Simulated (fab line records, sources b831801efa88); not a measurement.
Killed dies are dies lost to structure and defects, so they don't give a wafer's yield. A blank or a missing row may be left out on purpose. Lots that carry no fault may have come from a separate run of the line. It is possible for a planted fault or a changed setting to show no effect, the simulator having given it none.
Matching of chambers :: flow sky130 :: SKY_VIA1_CMP_24 on cmp-02: 4 sister chambers
The step polishes, stops on SiO2, t overpolish 15 s, target thk 0 nm. 16 wafers are shown with their chamber, then 8 later ones without.

## EACH WAFER AND ITS CHAMBER
wafer: L310.1
chamber: 3
motor current A (A): 12.2
time to endpoint s (s): 69
slurry filter dp kPa (kPa): 13.45

wafer: L310.2
chamber: 0
motor current A (A): 10.5
time to endpoint s (s): 68
slurry filter dp kPa (kPa): 13.41

wafer: L310.6
chamber: 1
motor current A (A): 12.4
time to endpoint s (s): 64
slurry filter dp kPa (kPa): 13.58

wafer: L311.1
chamber: 2
motor current A (A): 11.6
time to endpoint s (s): 65
slurry filter dp kPa (kPa): 13.51

wafer: L311.3
chamber: 3
motor current A (A): 12.4
time to endpoint s (s): 64
slurry filter dp kPa (kPa): 13.55

wafer: L311.4
chamber: 1
motor current A (A): 12.7
time to endpoint s (s): 63
slurry filter dp kPa (kPa): 13.69

wafer: L313.4
chamber: 1
motor current A (A): 12.6
time to endpoint s (s): 61
slurry filter dp kPa (kPa): 13.55

wafer: L313.5
chamber: 2
motor current A (A): 12.4
time to endpoint s (s): 65
slurry filter dp kPa (kPa): 13.47

wafer: L313.6
chamber: 1
motor current A (A): 12.7
time to endpoint s (s): 62
slurry filter dp kPa (kPa): 13.27

wafer: L319.1
chamber: 3
motor current A (A): 11.9
time to endpoint s (s): 67
slurry filter dp kPa (kPa): 13.35

wafer: L319.4
chamber: 2
motor current A (A): 12.7
time to endpoint s (s): 70
slurry filter dp kPa (kPa): 13.35

wafer: L319.6
chamber: 1
motor current A (A): 12.3
time to endpoint s (s): 64
slurry filter dp kPa (kPa): 13.55

wafer: L325.2
chamber: 3
motor current A (A): 12.1
time to endpoint s (s): 69
slurry filter dp kPa (kPa): 13.61

wafer: L325.4
chamber: 0
motor current A (A): 9.9
time to endpoint s (s): 67
slurry filter dp kPa (kPa): 13.47

wafer: L325.6
chamber: 3
motor current A (A): 12.0
time to endpoint s (s): 66
slurry filter dp kPa (kPa): 13.62

wafer: L326.1
chamber: 3
motor current A (A): 11.8
time to endpoint s (s): 68
slurry filter dp kPa (kPa): 13.44

SIGNATURES, as means of the wafers listed above
reading: motor current A
chamber 0: 10.200
chamber 1: 12.540
chamber 2: 12.233
chamber 3: 12.067
scatter within a chamber: 0.315

reading: time to endpoint s
chamber 0: 67.50
chamber 1: 62.80
chamber 2: 66.67
chamber 3: 67.17
scatter within a chamber: 1.89

reading: slurry filter dp kPa
chamber 0: 13.4400
chamber 1: 13.5280
chamber 2: 13.4433
chamber 3: 13.5033
scatter within a chamber: 0.119
Rule: for a wafer and a chamber, the distance is found by dividing, reading by reading, the gap between the wafer's reading and the chamber's mean by the reading's scatter, squaring, summing and taking the root. The wafer belongs to the nearest chamber; if the next one is less than 2 further off, it can't be placed. The scatter: take each reading less its chamber's mean, square it, sum over the shown wafers, divide by the number of wafers less the number of chambers, and take the root.

## WAFERS WITHOUT THEIR CHAMBER
wafer: L326.4
motor current A (A): 9.9
time to endpoint s (s): 71
slurry filter dp kPa (kPa): 13.40

wafer: L326.5
motor current A (A): 12.9
time to endpoint s (s): 67
slurry filter dp kPa (kPa): 13.49

wafer: L328.4
motor current A (A): 9.9
time to endpoint s (s): 65
slurry filter dp kPa (kPa): 13.67

wafer: L328.5
motor current A (A): 13.0
time to endpoint s (s): 63
slurry filter dp kPa (kPa): 13.35

wafer: L328.6
motor current A (A): 9.8
time to endpoint s (s): 65
slurry filter dp kPa (kPa): 13.34

wafer: L330.2
motor current A (A): 12.4
time to endpoint s (s): 62
slurry filter dp kPa (kPa): 13.40

wafer: L330.3
motor current A (A): 9.7
time to endpoint s (s): 66
slurry filter dp kPa (kPa): 13.35

wafer: L330.6
motor current A (A): 9.8
time to endpoint s (s): 68
slurry filter dp kPa (kPa): 13.42

## EACH ONE'S CHAMBER
wafer: L326.4
from the rows above: 0
in truth: 0

wafer: L326.5
from the rows above: can't be placed: 2 or 1 or 3
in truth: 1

wafer: L328.4
from the rows above: 0
in truth: 0

wafer: L328.5
from the rows above: can't be placed: 1 or 2 or 3
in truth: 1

wafer: L328.6
from the rows above: 0
in truth: 0

wafer: L330.2
from the rows above: can't be placed: 1 or 2 or 3
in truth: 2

wafer: L330.3
from the rows above: 0
in truth: 0

wafer: L330.6
from the rows above: 0
in truth: 0
5 of 8 placed correctly. Cannot be placed on the basis of these rows: 3; the candidates contain the true chamber in 3. Wrongly placed: 0.
